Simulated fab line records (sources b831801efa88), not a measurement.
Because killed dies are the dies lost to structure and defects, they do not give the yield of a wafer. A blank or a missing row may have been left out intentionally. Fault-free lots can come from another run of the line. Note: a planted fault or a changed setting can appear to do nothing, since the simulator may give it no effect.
Which of the tools did it?    flow sky130    route of 708 steps, sampled at 1 step: 24 lots, 72 wafers

WHAT THE GAUGES SHOWED, per wafer
SKY_METAL1_THK_MEAS_06: measures by xrf.
lot   measured      on             METAL1_ALCU_THK (nm)
L074  day 31 11:07  film_metro-04  248 245 247
L075  day 32 19:19  film_metro-04  249 249 248
L076  day 32 20:25  film_metro-01  248 249 248
L077  day 32 21:39  film_metro-03  249 248 247
L079  day 33 00:49  film_metro-03  254 255 253
L078  day 33 04:34  film_metro-03  247 247 248
L080  day 33 12:46  film_metro-01  249 251 250
L081  day 34 00:52  film_metro-03  251 251 249
L082  day 34 11:37  film_metro-03  249 254 248
L084  day 34 15:41  film_metro-03  249 250 250
L083  day 34 19:27  film_metro-01  250 252 249
L085  day 34 21:49  film_metro-01  253 249 252
L086  day 35 14:19  film_metro-03  252 252 252
L087  day 36 00:11  film_metro-01  252 249 253
L088  day 36 02:22  film_metro-01  246 242 243
L089  day 36 09:34  film_metro-03  255 254 252
L090  day 36 20:31  film_metro-03  251 252 251
L091  day 37 00:51  film_metro-01  252 252 252
L092  day 37 06:04  film_metro-03  251 250 250
L093  day 37 21:12  film_metro-03  257 256 258
L094  day 38 10:15  film_metro-04  251 250 252
L095  day 39 02:30  film_metro-01  245 245 243
L097  day 39 17:25  film_metro-04  251 250 250
L096  day 39 19:53  film_metro-03  252 247 251

TOOL THAT RAN EACH LOT (tool first, then ch and the chambers of the sampled wafers, then the start)
There is no process step in the record ahead of these readings.

WHAT THE TOOLS THEMSELVES READ (means of the sampled wafers that have a number; where no wafer has one, the mark that the record gives instead)
The record holds no such reading with a usual standard deviation.

THE ANSWER, worked out from the rows above alone
Rule: the lots themselves supply what counts as usual. Put in order of their means at a reading, lots are off if they are a third of the lots or fewer, leave a main group of 4 or more, and stand apart from it by a gap of 3 or more times the standard deviation of the main group's means; of several such gaps the widest counts. Not used: any main group whose means are identical at the precision the tables above print for the reading. A lot without any number at a reading at which 4 lots or more have one is off too. Where the step has rows for the other lots, those lots are counted as sound. After the gauges, taken in route order, come the tools' own readings; for these a lot's mean is taken, as printed above. At the first step where some lot is off, the reading lying furthest off is the one used; lots without a number count as furthest.
Across all readings shown, no lot is off: no conclusion can be drawn from this.

WHAT THE SIMULATOR HAD INSERTED
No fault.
